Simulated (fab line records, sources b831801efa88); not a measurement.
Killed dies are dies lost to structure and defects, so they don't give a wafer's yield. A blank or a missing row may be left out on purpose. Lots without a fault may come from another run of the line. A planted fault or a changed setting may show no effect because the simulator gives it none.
Which tool did it? | flow sky130 | 15 lots, 45 wafers sampled, at 3 steps of a route of 708

WHAT THE GAUGES READ, wafer by wafer
SKY_POLY_CUT_OVL_MEAS_09. Usual: POLY_CUT_OVL 1 nm, standard deviation 6.1.
lot  | measured     | on         | POLY_CUT_OVL (nm) | flag
L633 | day 25 12:49 | overlay-01 | 4 -4 -4           |
L635 | day 26 04:08 | overlay-01 | 8 5 3             |
L638 | day 27 08:15 | overlay-01 | -1 -7 -5          |
L639 | day 27 16:19 | overlay-01 | 0 1 -5            |
L640 | day 27 19:22 | overlay-02 | 6 -1 3            |
L644 | day 29 13:19 | overlay-02 | -6 -6 -7          |
L645 | day 29 14:59 | overlay-01 | 2 5 5             |
L646 | day 30 01:21 | overlay-01 | -16 -6 -11        |
L647 | day 30 01:34 | overlay-01 | 10 9 2            |
L649 | day 30 18:12 | overlay-01 | 3 9 8             |
L650 | day 30 21:19 | overlay-02 | 4 2 2             |
L651 | day 31 08:13 | overlay-02 | 2 3 4             |
L652 | day 31 15:16 | overlay-02 | 4 -3 2            |
L654 | day 32 09:28 | overlay-01 | 6 4 5             |
L655 | day 32 14:14 | overlay-02 | 6 8 2             |

SKY_LOCAL_INTERCONNECT_THK_MEAS_02: measures by xrf. Usual: LOCAL_INTERCONNECT_TIN_THK 100.1 nm, standard deviation 1.2.
lot  | measured     | on            | LOCAL_INTERCONNECT_TIN_THK (nm) | flag
L633 | day 30 13:27 | film_metro-03 | 101.4 100.1 100.7               |
L635 | day 31 03:21 | film_metro-03 | 100.6 100.5 100.9               |
L638 | day 32 04:47 | film_metro-01 | 99.8 101.0 100.6                |
L639 | day 32 12:17 | film_metro-04 | 101.6 101.1 101.4               |
L640 | day 32 17:22 | film_metro-03 | 99.7 100.3 99.6                 |
L644 | day 34 09:07 | film_metro-03 | 101.0 100.8 99.9                |
L645 | day 34 09:50 | film_metro-03 | 100.3 99.9 100.9                |
L646 | day 34 18:39 | film_metro-01 | 97.7 98.3 98.9                  |
L647 | day 34 19:02 | film_metro-03 | 100.0 101.1 100.5               |
L649 | day 35 11:55 | film_metro-03 | 100.2 98.5 99.9                 |
L650 | day 35 16:55 | film_metro-01 | 98.8 98.6 99.3                  |
L651 | day 36 01:26 | film_metro-04 | 99.8 99.3 100.1                 |
L652 | day 36 06:55 | film_metro-01 | 99.6 101.5 100.0                |
L654 | day 37 00:58 | film_metro-01 | 96.7 95.8 97.5                  |
L655 | day 37 05:19 | film_metro-03 | 100.8 98.4 101.1                |

WHICH TOOL RAN EACH LOT (tool, then ch and the chambers of the sampled wafers, then the start)
lot  | SKY_LI_CONTACT_CVD_21
L633 | cvd_w-01 ch 0,1, day 30 12:40
L635 | cvd_w-01 ch 0,1, day 31 02:35
L638 | cvd_w-01 ch 0,1, day 32 04:00
L639 | cvd_w-01 ch 0,1, day 32 11:29
L640 | cvd_w-02 ch 0,1, day 32 16:34
L644 | cvd_w-02 ch 0,1, day 34 08:19
L645 | cvd_w-02 ch 0,1, day 34 09:02
L646 | cvd_w-02 ch 1, day 34 17:52
L647 | cvd_w-01 ch 0,1, day 34 18:15
L649 | cvd_w-02 ch 0,1, day 35 10:58
L650 | cvd_w-02 ch 0,1, day 35 14:40
L651 | cvd_w-02 ch 0,1, day 36 00:38
L652 | cvd_w-02 ch 0,1, day 36 06:08
L654 | cvd_w-01 ch 0,1, day 37 00:10
L655 | cvd_w-02 ch 0,1, day 37 04:28
- SKY_LI_CONTACT_CVD_21: deposits W, target thk 400 nm, time 120.56 s.

WHAT THE TOOLS THEMSELVES READ (means of the sampled wafers that have a number; where no wafer has one, the mark that the record gives instead)
SKY_LI_CONTACT_CVD_21. Usual: heater_power_w 842 W, standard deviation 50.
lot  | tool     | heater_power_w (W) | flag
L633 | cvd_w-01 | 844                |
L635 | cvd_w-01 | 852                |
L638 | cvd_w-01 | 855                |
L639 | cvd_w-01 | 843                |
L640 | cvd_w-02 | 857                |
L644 | cvd_w-02 | 833                |
L645 | cvd_w-02 | 861                |
L646 | cvd_w-02 | 786                |
L647 | cvd_w-01 | 853                |
L649 | cvd_w-02 | 820                |
L650 | cvd_w-02 | 834                |
L651 | cvd_w-02 | 867                |
L652 | cvd_w-02 | 826                |
L654 | cvd_w-01 | 846                |
L655 | cvd_w-02 | 820                |

THE ANSWER, worked out from the rows above alone
Rule: a lot is off if the mean of its wafers that have a number lies more than 3 standard deviations from the usual mean. A lot without any number at a reading at which 4 lots or more have one is off too. The other lots that the step has rows for count as sound. The gauges are gone through in route order, then the tools' own readings, and for those a lot's mean is taken as printed above. The first step at which some lot is off is used, and at that step the reading that is off furthest; a lot without a number counts as furthest.
No lot is off at any reading shown: from this, nothing can be told.

WHAT THE SIMULATOR HAD PUT IN
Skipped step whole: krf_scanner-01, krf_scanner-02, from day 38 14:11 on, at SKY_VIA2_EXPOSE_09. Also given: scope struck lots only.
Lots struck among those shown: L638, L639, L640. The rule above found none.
